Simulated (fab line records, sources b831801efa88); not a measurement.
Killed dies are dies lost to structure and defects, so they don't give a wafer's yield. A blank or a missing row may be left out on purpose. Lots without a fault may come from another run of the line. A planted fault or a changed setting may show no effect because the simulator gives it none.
A struck lot beside a sound one | flow sky130 | 13 steps out of a route of 708
Sound: wafers L495.1, L495.4, L495.5. Struck: wafers L510.1, L510.2, L510.3. The cause comes at the end.
At each step with rows: each side's tool, then ch and its chambers, then its first start. Under that, the readings that differ: sound wafers | struck wafers | difference of the means | sigmas: that difference in standard deviations of wafers without a fault.
alike: readings whose means differ by less than 2 such deviations, and words and numbers that are the same on both sides. not compared: withheld readings, readings that some wafer has no value for, bounds like >300 that may hide the same value, and numbers for which the record gives no deviation and whose values overlap.
The two part at a step that has a row with sigmas, a row that says differs or no value, or rows on one side only. Numbers that don't overlap but have no deviation are shown without sigmas and don't part them. A reading that every wafer of one side lacks parts them only if that side has two wafers or more.

first, 1 step without rows for these wafers: SKY_NWELL_IMPLANT_24.
SKY_NWELL_STRIP_25: strips in O2/N2.
  sound on plasma_asher-03 ch 0, day 6 10:04; struck on plasma_asher-03 ch 0,1, day 10 09:34
  reading                      | sound             | struck            | difference | sigmas
  strip_time_to_endpoint_s (s) | 36.84 36.80 36.74 | 37.19 37.13 37.13 | +0.36      | +3
  alike: drypump_motor_current_A, oes_product_au
  not compared: rf_hours_counter_h
SKY_NWELL_TW_MEAS_26:
  sound on film_metro-03, day 6 10:10; struck on film_metro-03, day 10 09:40
  alike: NWELL_2_TW
then, 1 step without rows for these wafers: SKY_NWELL_CLEAN_27 (cleans in SC1/SC2, time 150 s).
SKY_NWELL_RTA_28: time 30 s.
  sound on rtp_anneal-02 ch 0, day 6 10:16; struck on rtp_anneal-02 ch 0, day 10 09:46
  alike: anneal_temp_c_max, lamp_power_pct, ramp_up_c_per_s, wafer_temp_C_max
SKY_NWELL_RS_MEAS_29: measures by four-point-probe.
  sound on film_metro-01, day 6 10:22; struck on film_metro-01, day 10 09:52
  alike: NWELL_RS
SKY_NWELL_RS_MEAS_31: measures by four-point-probe.
  sound on film_metro-01, day 6 10:37; struck on film_metro-01, day 10 10:07
  alike: PWDE_RS
then, 4 steps without rows for these wafers: SKY_VT_ADJUST_HVTP_DEHYDRATE_00 (time 60 s); SKY_VT_ADJUST_HVTP_HMDS_01 (prime time 60 s); SKY_VT_ADJUST_HVTP_COAT_02 (resist thk 1140 nm); SKY_VT_ADJUST_HVTP_SOFTBAKE_03 (time 60 s).
SKY_VT_ADJUST_HVTP_EXPOSE_04: exposes mask HVTPM, target cd 380 nm.
  sound on iline_stepper-01 ch 0, day 6 20:11; struck on iline_stepper-01, day 10 22:16
  no value came back on the struck wafers for any of 5 readings (exposure_dose_mJ_cm2, focus_offset_nm (nm) and others); on the sound wafers exposure_dose_mJ_cm2 reads 139.33 139.14 139.32
  alike: mask
then, 1 step without rows for these wafers: SKY_VT_ADJUST_HVTP_PEB_05.

WHERE THEY PART
First at SKY_NWELL_STRIP_25; last, within this record, at SKY_VT_ADJUST_HVTP_EXPOSE_04.

WHY: what the simulator had put in
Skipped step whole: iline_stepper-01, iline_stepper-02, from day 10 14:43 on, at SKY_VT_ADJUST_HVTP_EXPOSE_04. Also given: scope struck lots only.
